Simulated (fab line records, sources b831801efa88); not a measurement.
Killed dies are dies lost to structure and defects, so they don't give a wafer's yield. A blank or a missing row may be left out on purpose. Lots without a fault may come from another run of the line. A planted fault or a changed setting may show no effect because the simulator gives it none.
A struck lot beside a sound one | flow sky130 | 18 steps out of a route of 708
Sound: wafers L814.3, L814.5, L814.6. Struck: wafers L818.1, L818.2, L818.6. The cause comes at the end.
At each step with rows: each side's tool, then ch and its chambers, then its first start. Under that, the readings that differ: sound wafers | struck wafers | difference of the means | sigmas: that difference in standard deviations of wafers without a fault.
alike: readings whose means differ by less than 2 such deviations, and words and numbers that are the same on both sides. not compared: withheld readings, readings that some wafer has no value for, bounds like >300 that may hide the same value, and numbers for which the record gives no deviation and whose values overlap.
The two part at a step that has a row with sigmas, a row that says differs or no value, or rows on one side only. Numbers that don't overlap but have no deviation are shown without sigmas and don't part them. A reading that every wafer of one side lacks parts them only if that side has two wafers or more.

first, 1 step without rows for these wafers: SKY_NWELL_IMPLANT_24.
SKY_NWELL_STRIP_25: strips in O2/N2.
  sound on plasma_asher-03 ch 0,1, day 5 13:27; struck on plasma_asher-04 ch 0,1, day 6 20:01
  alike: chamber_pressure_mTorr, drypump_motor_current_A, oes_product_au, strip_time_to_endpoint_s
  not compared: rf_hours_counter_h
SKY_NWELL_TW_MEAS_26:
  sound on film_metro-04, day 5 13:32; struck on film_metro-01, day 6 20:07
  alike: NWELL_2_TW
then, 1 step without rows for these wafers: SKY_NWELL_CLEAN_27 (cleans in SC1/SC2, time 150 s).
SKY_NWELL_RTA_28: time 30 s.
  sound on rtp_anneal-01 ch 0, day 5 13:40; struck on rtp_anneal-01 ch 0, day 6 20:14
  alike: lamp_power_pct, wafer_temp_C_max
SKY_NWELL_RS_MEAS_29: measures by four-point-probe.
  sound on film_metro-01, day 5 13:46; struck on film_metro-01, day 6 20:20
  alike: NWELL_RS
SKY_NWELL_RS_MEAS_31: measures by four-point-probe.
  sound on film_metro-01, day 5 14:01; struck on film_metro-01, day 6 20:34
  alike: PWDE_RS
then, 4 steps without rows for these wafers: SKY_VT_ADJUST_HVTP_DEHYDRATE_00 (time 60 s); SKY_VT_ADJUST_HVTP_HMDS_01 (prime time 60 s); SKY_VT_ADJUST_HVTP_COAT_02 (resist thk 1140 nm); SKY_VT_ADJUST_HVTP_SOFTBAKE_03 (time 60 s).
SKY_VT_ADJUST_HVTP_EXPOSE_04: exposes mask HVTPM, target cd 380 nm.
  sound on iline_stepper-02 ch 0, day 5 23:17; struck on iline_stepper-02 ch 0, day 7 06:31
  reading                                | sound                   | struck            | difference | sigmas
  model.VT_ADJUST_HVTP.overlay_x_nm (nm) | -0.5028 -0.5028 -0.5028 | 233.4 233.4 233.4 | +233.9     |
  alike: mask, exposure_dose_mJ_cm2
then, 2 steps without rows for these wafers: SKY_VT_ADJUST_HVTP_PEB_05; SKY_VT_ADJUST_HVTP_DEVELOP_06 (develop time 60 s).
SKY_VT_ADJUST_HVTP_CD_MEAS_07: target cd 380 nm.
  sound on cd_sem-01, day 6 09:19; struck on cd_sem-01, day 7 16:25
  alike: cd_nm
SKY_VT_ADJUST_HVTP_OVL_MEAS_08:
  sound on overlay-01, day 6 09:25; struck on overlay-01, day 7 16:32
  reading                 | sound        | struck            | difference | sigmas
  VT_ADJUST_HVTP_OVL (nm) | -0.8 2.1 1.2 | 234.7 236.5 234.1 | +234.3     | +99 or more
then, 1 step without rows for these wafers: SKY_VT_ADJUST_HVTP_IMPLANT_09.
-- the record jumps here: 40 days lie between the struck wafers' starts before and after (it left off in module VT_ADJUST_HVTP and takes up again in module PAD_OPEN, whose first step shown is number 708 of the route) --
SKY_PAD_OPEN_PROBE_99:
  sound on prober-01, day 46 08:05; struck on prober-01, day 47 13:44
  reading             | sound     | struck      | difference | sigmas
  killed_at_front_end | 20 23 16  | 108 111 105 | +88        | +20
  killed_dies         | 96 103 89 | 189 183 179 | +88        | +10
  killed_on_rim       | 22 21 20  | 33 33 39    | +14        | +4
  alike: killed_at_M0_to_M3, killed_at_M4_up, killed_at_contacts, killed_at_other, killed_open, killed_short

WHERE THEY PART
First at SKY_VT_ADJUST_HVTP_OVL_MEAS_08; last, within this record, at SKY_PAD_OPEN_PROBE_99.

WHY: what the simulator had put in
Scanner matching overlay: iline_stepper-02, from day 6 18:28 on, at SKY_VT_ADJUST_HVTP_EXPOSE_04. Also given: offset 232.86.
